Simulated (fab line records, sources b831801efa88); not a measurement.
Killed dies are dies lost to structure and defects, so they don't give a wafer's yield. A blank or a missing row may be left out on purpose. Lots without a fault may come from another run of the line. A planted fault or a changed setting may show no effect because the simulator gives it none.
A struck lot beside a sound one | flow sfq_line | 42 steps out of a route of 325
Sound: wafers L822.3, L822.4, L822.6. Struck: wafer L814.5. (L814.4 of the same lot was not struck and is left out.) The cause comes at the end.
At each step with rows: each side's tool, then ch and its chambers, then its first start. Under that, the readings that differ: sound wafers | struck wafers | difference of the means | sigmas: that difference in standard deviations of wafers without a fault.
alike: readings whose means differ by less than 2 such deviations, and words and numbers that are the same on both sides. not compared: withheld readings, readings that some wafer has no value for, bounds like >300 that may hide the same value, and numbers for which the record gives no deviation and whose values overlap.
The two part at a step that has a row with sigmas, a row that says differs or no value, or rows on one side only. Numbers that don't overlap but have no deviation are shown without sigmas and don't part them. A reading that every wafer of one side lacks parts them only if that side has two wafers or more.

first, 6 steps without rows for these wafers: SFQ_TRILAYER_M4_LITHO_COAT_098 (resist thk 62 nm); SFQ_TRILAYER_M4_LITHO_COAT_093 (resist thk 600 nm); SFQ_TRILAYER_M4_LITHO_SOFTBAKE_097; SFQ_TRILAYER_M4_LITHO_EXPOSE_094 (exposes mask M4, target cd 500 nm); SFQ_TRILAYER_M4_LITHO_PEB_096 (peb time 60 s); SFQ_TRILAYER_M4_LITHO_DEVELOP_095 (time 60 s).
SFQ_M4_OVL_MEAS_926:
  sound on overlay-01, day 55 07:43; struck on overlay-02, day 52 18:42
  alike: M4_OVL
then, 1 step without rows for these wafers: SFQ_TRILAYER_M4_BARC_OPEN_METAL_ETCH_123 (etches BARC in O2, target depth 125 nm, time 41.7 s).
SFQ_TRILAYER_M4_ETCH_METAL_ETCH_096: etches Nb in Cl2/Ar, stops on SiO2, target depth 240 nm, time 120 s.
  sound on rie_metal-04 ch 0,1, day 55 07:50; struck on rie_metal-04 ch 1, day 52 18:49
  alike: drypump_motor_current_A, oes_product_au
  not compared: rf_hours_counter_h
SFQ_TRILAYER_M4_STRIP_STRIP_097: strips in O2.
  sound on rie_metal-04 ch 0,1, day 55 08:07; struck on rie_metal-04 ch 1, day 52 19:06
  alike: drypump_motor_current_A, oes_product_au
  not compared: rf_hours_counter_h
then, 2 steps without rows for these wafers: SFQ_TRILAYER_M4_STRIP_SOLV_CLEAN_098 (cleans in NMP, time 600 s); SFQ_TRILAYER_I4_DEP_PECVD_099 (deposits SiO2 from SiH4/N2O, time 111.11 s, target thk 500 nm).
SFQ_TRILAYER_I4_CMP_CMP_100: polishes SiO2.
  sound on cmp-02 ch 0,1,3, day 55 18:01; struck on cmp-01 ch 0, day 52 23:54
  reading                                             | sound             | struck | difference | sigmas
  model.SiO2_of_TRILAYER_I4_DEP_PECVD_099.thk_nm (nm) | 200.5 199.8 198.8 | 220.6  | +20.9      |
  alike: edge_zone_pressure_frac, motor_current_A, platen_rpm, slurry_filter_dp_kPa, time_to_endpoint_s
SFQ_I4_BOW_MEAS_927:
  sound on film_metro-03, day 55 20:04; struck on film_metro-03, day 53 00:28
  alike: I4_BOW
SFQ_TRILAYER_I4_METRO_MEASURE_101:
  sound on film_metro-03, day 55 20:32; struck on film_metro-03, day 53 01:07
  reading     | sound             | struck | difference | sigmas
  thk_nm (nm) | 200.5 200.0 198.8 | 220.6  | +20.8      | +17
then, 6 steps without rows for these wafers: SFQ_TRILAYER_I4_VIA_LITHO_COAT_108 (resist thk 62 nm); SFQ_TRILAYER_I4_VIA_LITHO_COAT_103 (resist thk 650 nm); SFQ_TRILAYER_I4_VIA_LITHO_SOFTBAKE_107; SFQ_TRILAYER_I4_VIA_LITHO_EXPOSE_104 (exposes mask I4, target cd 700 nm); SFQ_TRILAYER_I4_VIA_LITHO_PEB_106 (peb time 60 s); SFQ_TRILAYER_I4_VIA_LITHO_DEVELOP_105 (time 60 s).
-- the record jumps here: 4 days lie between the struck wafers' starts before and after --
SFQ_I4_OVL_MEAS_928:
  sound on overlay-02, day 59 14:36; struck on overlay-01, day 57 08:55
  alike: I4_OVL
then, 1 step without rows for these wafers: SFQ_TRILAYER_I4_VIA_BARC_OPEN_VIA_ETCH_146 (etches BARC in O2, target depth 125 nm, time 41.7 s).
SFQ_TRILAYER_I4_VIA_ETCH_VIA_ETCH_106: etches SiO2 in CHF3, stops on Nb, target depth 260 nm.
  sound on rie_diel-04 ch 0,2,3, day 59 14:40; struck on rie_diel-03 ch 1, day 57 08:58
  reading                        | sound             | struck | difference | sigmas
  drypump_motor_current_A (A)    | 5.1 5.6 6.1       | 6.7    | +1.1       | +2
  oes_product_au (a.u.)          | 0.857 0.855 0.845 | 0.909  | +0.057     | +11
  model.etch.depth_nm (nm)       | 200.5 199.8 198.8 | 220.6  | +20.9      |
  model.I4.feature_depth_nm (nm) | 200.5 199.8 198.8 | 220.6  | +20.9      |
then, 3 steps without rows for these wafers: SFQ_TRILAYER_I4_VIA_STRIP_STRIP_107 (strips in O2); SFQ_TRILAYER_I4_VIA_STRIP_SOLV_CLEAN_108 (cleans in NMP, time 600 s); SFQ_TRILAYER_JJ_TRILAYER_DEP_PRE_CLEAN_113 (time 22.5 s).
SFQ_TRILAYER_JJ_TRILAYER_DEP_SPUTTER_109: material Nb, target thk 150 nm, time 100 s.
  sound on pvd_sputter-03, day 59 15:35; struck on pvd_sputter-03, day 57 09:53
  alike: substrate_temp_c, throttle_valve_pct
then, 2 steps without rows for these wafers: SFQ_TRILAYER_JJ_TRILAYER_DEP_SPUTTER_110 (material Al, target thk 8 nm, time 10 s); SFQ_TRILAYER_JJ_TRILAYER_DEP_AL_OXIDATION_111 (oxidation time 600 s).
SFQ_TRILAYER_JJ_TRILAYER_DEP_SPUTTER_112: material Nb, target thk 170 nm, time 113.3 s.
  sound on pvd_sputter-03, day 59 16:41; struck on pvd_sputter-03, day 57 10:59
  alike: substrate_temp_c, throttle_valve_pct
SFQ_JJ_RS_MEAS_929: measures by four-point-probe.
  sound on film_metro-03, day 59 16:48; struck on film_metro-03, day 57 11:07
  alike: JJ_NB_RS
then, 6 steps without rows for these wafers: SFQ_TRILAYER_JJ_CE_LITHO_COAT_119 (resist thk 62 nm); SFQ_TRILAYER_JJ_CE_LITHO_COAT_114 (resist thk 600 nm); SFQ_TRILAYER_JJ_CE_LITHO_SOFTBAKE_118; SFQ_TRILAYER_JJ_CE_LITHO_EXPOSE_115 (exposes mask J5, target cd 700 nm); SFQ_TRILAYER_JJ_CE_LITHO_PEB_117 (peb time 60 s); SFQ_TRILAYER_JJ_CE_LITHO_DEVELOP_116 (time 60 s).
-- the record jumps here: 3 days lie between the struck wafers' starts before and after --
SFQ_JJ_OVL_MEAS_931:
  sound on overlay-01, day 64 02:34; struck on overlay-01, day 60 19:05
  alike: J5_OVL
SFQ_TRILAYER_JJ_CE_METRO_MEASURE_117:
  sound on cd_sem-01, day 64 03:00; struck on cd_sem-02, day 60 19:43
  alike: cd_nm
then, 1 step without rows for these wafers: SFQ_TRILAYER_JJ_CE_BARC_OPEN_RIE_150 (chemistry O2, target BARC, target depth 240 nm, time 80 s).
SFQ_TRILAYER_M5_ETCH_METAL_ETCH_126: etches Nb in Cl2/BCl3, stops on SiO2, time 203.2 s, target depth 265 nm.
  sound on rie_metal-03 ch 0,1, day 64 15:11; struck on rie_metal-03 ch 1, day 61 07:25
  reading                                             | sound             | struck | difference | sigmas
  model.SiO2_of_TRILAYER_I4_DEP_PECVD_099.thk_nm (nm) | 180.4 180.5 179.5 | 201    | +21        |
  alike: drypump_motor_current_A, oes_product_au
  not compared: rf_hours_counter_h

WHERE THEY PART
First at SFQ_TRILAYER_I4_METRO_MEASURE_101; last, within this record, at SFQ_TRILAYER_I4_VIA_ETCH_VIA_ETCH_106. Later steps at which nothing parts them and some readings are alike: SFQ_TRILAYER_JJ_TRILAYER_DEP_SPUTTER_109, SFQ_TRILAYER_JJ_TRILAYER_DEP_SPUTTER_112, SFQ_JJ_RS_MEAS_929, SFQ_JJ_OVL_MEAS_931, SFQ_TRILAYER_JJ_CE_METRO_MEASURE_117, SFQ_TRILAYER_M5_ETCH_METAL_ETCH_126.

WHY: what the simulator had put in
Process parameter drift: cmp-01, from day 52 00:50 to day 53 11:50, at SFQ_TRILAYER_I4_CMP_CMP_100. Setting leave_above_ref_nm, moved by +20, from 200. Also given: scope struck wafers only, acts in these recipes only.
